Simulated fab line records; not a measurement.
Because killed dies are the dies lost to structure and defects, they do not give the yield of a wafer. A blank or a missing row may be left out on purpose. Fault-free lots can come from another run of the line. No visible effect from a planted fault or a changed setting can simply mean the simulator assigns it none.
Comparing a struck lot with a sound one    flow sky130    18 out of 708 route steps
Sound: wafers L980.2, L980.3, L980.6. Wafers struck: L993.2, L993.3, L993.4. The cause is named last.
For every step that has rows: the tool of each side, followed by ch and its chambers, followed by its first start. Under that, the readings that differ: sound wafers    struck wafers    difference of the means    sigmas: that difference in standard deviations of wafers without a fault.
alike: a reading whose means differ by less than 2 such deviations, as well as words and numbers matching on both sides. not compared: withheld readings; readings where some wafer has no value; bounds like >300 that might hide an equal value; numbers whose values overlap and for which the record gives no deviation.
Wherever a step has rows on one side only, a row that says differs or no value, or a row with sigmas, the two part there. When numbers do not overlap yet have no deviation, they are printed without sigmas and do not part them. A reading that every wafer of one side lacks parts them only if that side has two wafers or more.

SKY_LDD_HVP_STRIP_09: strips in O2/N2.
  sound on plasma_asher-01 ch 1, day 22 02:57; struck on plasma_asher-02 ch 0,1, day 26 21:33
  alike: drypump_motor_current_A, o2_flow_sccm, oes_product_au, strip_time_to_endpoint_s
  not compared: rf_hours_counter_h
SKY_LDD_HVP_TW_MEAS_10:
  sound on film_metro-04, day 22 03:04; struck on film_metro-01, day 26 21:40
  alike: LDD_HVP_TW
then, 7 steps without rows for these wafers: SKY_LDD_LDN_DEHYDRATE_00 (time 60 s); SKY_LDD_LDN_HMDS_01 (prime time 60 s); SKY_LDD_LDN_COAT_02 (resist thk 1140 nm); SKY_LDD_LDN_SOFTBAKE_03 (time 60 s); SKY_LDD_LDN_EXPOSE_04 (exposes mask LDNTM, target cd 700 nm); SKY_LDD_LDN_PEB_05; SKY_LDD_LDN_DEVELOP_06 (develop time 60 s).
SKY_LDD_LDN_OVL_MEAS_07:
  sound on overlay-01, day 23 09:26; struck on overlay-01, day 28 02:09
  alike: LDD_LDN_OVL
then, 2 steps without rows for these wafers: SKY_LDD_LDN_IMPLANT_08; SKY_LDD_LDN_IMPLANT_09.
SKY_LDD_LDN_IMPLANT_10:
  sound on implanter-03 ch 0, day 23 09:47; struck on implanter-03 ch 0, day 28 02:30
reading             sound                             struck                            difference   sigmas
dose_ions_cm2       1.2496e+13 1.2507e+13 1.2502e+13  2.0731e+13 2.0744e+13 2.0747e+13  +8.2390e+12  +99 or more
faraday_current_uA  70.3 70.2 72.5                    119.6 115.3 113.3                 +45.1        +32
  alike: beam_energy_keV
after that, 1 step had no rows for these wafers: SKY_LDD_LDN_IMPLANT_11.
SKY_LDD_LDN_STRIP_12: strips in O2/N2.
  sound on plasma_asher-03 ch 0,1, day 23 10:04; struck on plasma_asher-02 ch 0,1, day 28 02:47
  alike: drypump_motor_current_A, o2_flow_sccm, oes_product_au, strip_time_to_endpoint_s
  not compared: rf_hours_counter_h
SKY_LDD_LDN_TW_MEAS_13:
  sound on film_metro-01, day 23 10:10; struck on film_metro-04, day 28 02:53
reading     sound           struck          difference  sigmas
LDD_LDN_TW  1485 1487 1486  1556 1550 1555  +68         +10
then, 1 step without rows for these wafers: SKY_LDD_LDN_CLEAN_14 (cleans in SC1/SC2, time 150 s).
-- a jump in the record: the struck wafers' starts before and after are 21 days apart (it breaks off in module LDD_LDN and resumes in module PAD_OPEN, where the first step shown is number 708 of the route) --
SKY_PAD_OPEN_PROBE_99:
  sound on prober-02, day 46 02:25; struck on prober-01, day 49 06:41
reading                          sound           struck          difference  sigmas
model.etest.tip_sonos.rs_ohm_sq  2762 2753 2749  2443 2443 2426  -317        
  alike: killed_at_M0_to_M3, killed_at_M4_up, killed_at_contacts, killed_at_front_end, killed_at_other, killed_dies, killed_open, killed_short

## WHERE THEY PART
Earliest at SKY_LDD_LDN_IMPLANT_10; latest, in this record, at SKY_LDD_LDN_TW_MEAS_13. Later steps at which nothing parts them and some readings are alike: SKY_PAD_OPEN_PROBE_99.

WHY: the cause the simulator had injected
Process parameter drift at SKY_LDD_LDN_IMPLANT_10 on implanter-03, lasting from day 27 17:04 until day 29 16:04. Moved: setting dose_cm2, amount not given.
